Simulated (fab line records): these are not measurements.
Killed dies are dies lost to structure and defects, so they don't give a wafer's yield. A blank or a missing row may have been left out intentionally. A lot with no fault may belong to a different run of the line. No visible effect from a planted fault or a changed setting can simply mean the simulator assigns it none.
The same fault as seen by 2 desks + flow gf180mcu + only its own numbers are on each desk; what lay behind them is given at the end

## AT THE METROLOGY DESK
What the gauges read for every lot (on any tool): the sampled wafers with a number, averaged. The brackets show how far a lot's mean lies from the usual mean; more than 4 standard deviations puts the lot out of limits, marked OUT.
Columns: A = M3_ALCU_RS at GF_M3_RS_MEAS_05, usual 0.0699 ohm/sq; B = M3_ALCU_THK at GF_M3_THK_MEAS_06, usual 449 nm
| lot  | first seen here | A      | B   |
|------|-----------------|--------|-----|
| L738 | day 21 01:07    | 0.0692 | 453 |
| L739 | day 21 17:25    | 0.0700 | 449 |
| L740 | day 21 17:46    | 0.0695 | 447 |
| L741 | day 22 11:47    | 0.0696 | 451 |
| L743 | day 22 22:44    | 0.0685 | 461 |
| L745 | day 23 14:20    | 0.0688 | 453 |
| L746 | day 23 17:46    | 0.0698 | 451 |
| L753 | day 26 00:12    | 0.0694 | 449 |
| L754 | day 26 07:56    | 0.0694 | 451 |
| L759 | day 27 16:37    | 0.0699 | 447 |
| L760 | day 28 01:16    | 0.0706 | 446 |
This desk's verdict: no lot among the 11 shows anything out of limits.

## AT THE TOOL OWNER'S DESK: pvdSputter-04
The tool's own readings at GF_M3_SPUTTER_02 (material AlCu, target thk 450 nm, time 23.9 s): means of the sampled wafers that have a number, for each lot that ran on this tool. The brackets show how far a lot's mean lies from the usual mean; more than 4 standard deviations puts the lot out of limits, marked OUT.
Columns: A = throttleValvePct at GF_M3_SPUTTER_02, usual 30.0 %
| lot  | first seen here | A    |
|------|-----------------|------|
| L738 | day 21 01:01    | 30.4 |
| L740 | day 21 17:41    | 30.5 |
| L741 | day 22 11:41    | 30.1 |
| L743 | day 22 22:39    | 30.2 |
| L745 | day 23 14:12    | 30.3 |
| L754 | day 26 07:50    | 30.7 |
This desk's verdict: no lot among the 6 shows anything out of limits.

## BROUGHT TOGETHER
The metrology desk saw nothing out of limits.
Nothing out of limits was seen by the tool owner's desk.

## WHAT WAS PUT IN BY THE SIMULATOR
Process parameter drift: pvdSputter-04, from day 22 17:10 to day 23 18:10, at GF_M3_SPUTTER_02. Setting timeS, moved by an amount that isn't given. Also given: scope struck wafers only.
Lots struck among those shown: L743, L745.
